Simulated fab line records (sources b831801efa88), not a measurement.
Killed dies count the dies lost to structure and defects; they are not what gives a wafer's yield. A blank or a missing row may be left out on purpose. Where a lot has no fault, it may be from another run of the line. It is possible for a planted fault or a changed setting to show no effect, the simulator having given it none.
8D (eight disciplines) problem report, filled in by code	flow sky130	the parts of the form that need people (team, actions taken, sign-off) are left out

== 1. THE ISSUE ==
Wafers free of any fault read 0.273 ohm/sq (standard deviation 0.0033) for VIA2_W_RS at SKY_VIA2_RS_MEAS_22, against a mean of 0.714 ohm/sq on 2 wafers of 2 lots. That is +99 or more standard deviations from the usual mean.
The step: measures by four-point-probe.
First seen on wafer L161.5, day 38 05:57, on film_metro-04. The record holds 33 wafers of 11 lots with a number at this step. By rule, "out" or "out of limits" means more than 4 standard deviations away from the usual mean. The rest of the wafers with a number are treated as sound.

== 2. WHAT THIS IS AND IS NOT ==
question	is	is not
which readings at this step	VIA2_W_RS	-
which lots	L161, L163	L157, L158, L162, L171, L175, L176, L177, L178, L179
which wafers of those lots	L161.5, L163.2	L161.3, L161.6, L163.4, L163.6
read on which gauges	film_metro-04	film_metro-01, film_metro-03
when	from day 38 05:57	up to then (11 sound wafers); but 20 sound wafers of L163, L171, L175, L176, L177, L178, L179 came after

== 3. WHAT RULES OUT EACH SUSPECT ==
Counting: any tool at a process step up to the reading remains a suspect provided it ran every lot that is out. Sound lots after the first of them don't rule it out here, since some wafers of a struck lot are sound.
- the gauge at SKY_VIA2_RS_MEAS_22 is ruled out. All the wafers that are out were read on film_metro-04, but those of them that SKY_VIA2_CMP_24 has rows for are out there too, on other tools.
- cvd_w-01 at SKY_VIA2_CVD_21 (deposits W, target thk 420 nm, time 126.4 s): kept. It processed each lot that is out (first: L161, day 38 05:49); up to then, its last sound lot is L157 (day 35 21:53).
- At SKY_VIA2_CVD_21 on cvd_w-01, chamber 0 took the sound wafers of the same lots and chamber 1 took the wafers that are out.
After counting, what remains is cvd_w-01 at SKY_VIA2_CVD_21.

== 4. THE CAUSE (what the simulator had put in) ==
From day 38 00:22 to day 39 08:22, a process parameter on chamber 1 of cvd_w-01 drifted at SKY_VIA2_CVD_21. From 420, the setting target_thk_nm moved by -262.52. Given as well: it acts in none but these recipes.
This tool alone remained once counting was done.

== 5. THE EFFECT CHAIN, in route order ==
Each row: a reading whose mean over the struck wafers that have a number lies more than 3 standard deviations from the usual. Only readings whose record carries a usual standard deviation are examined. hours: median over the lots of the time between each lot's start at the first step of this table that gives one and its start at this step. sigmas: the change, counted in usual standard deviations.
hours	step	reading	usual	on struck wafers	change	sigmas
0	SKY_VIA2_RS_MEAS_22	VIA2_W_RS	0.273 ohm/sq	0.714	+0.441	+99 or more
0	SKY_VIA2_THK_MEAS_23	VIA2_W_THK	412 nm	162	-250	-37
0	SKY_VIA2_CMP_24	time_to_endpoint_s	102 s	42	-60	-10
Its process steps:
- SKY_VIA2_CMP_24: polishes, stops on SiO2, t overpolish 20 s, target thk 0 nm.

== 6. WHAT WOULD HAVE CAUGHT IT SOONER ==
6 hours passed between the start of the fault at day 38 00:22 and the first reading out of limits at a measuring or inspecting step in this record, taken at day 38 05:57.
No tool reading at SKY_VIA2_CVD_21 that has a usual standard deviation in the record was out on any struck wafer, so an alarm limit of 4 standard deviations on those readings would not have fired.
Lots out: 2; of these, L163 started SKY_VIA2_CVD_21 on cvd_w-01 after day 38 05:57. It would have been spared by a hold on the tool at that moment.
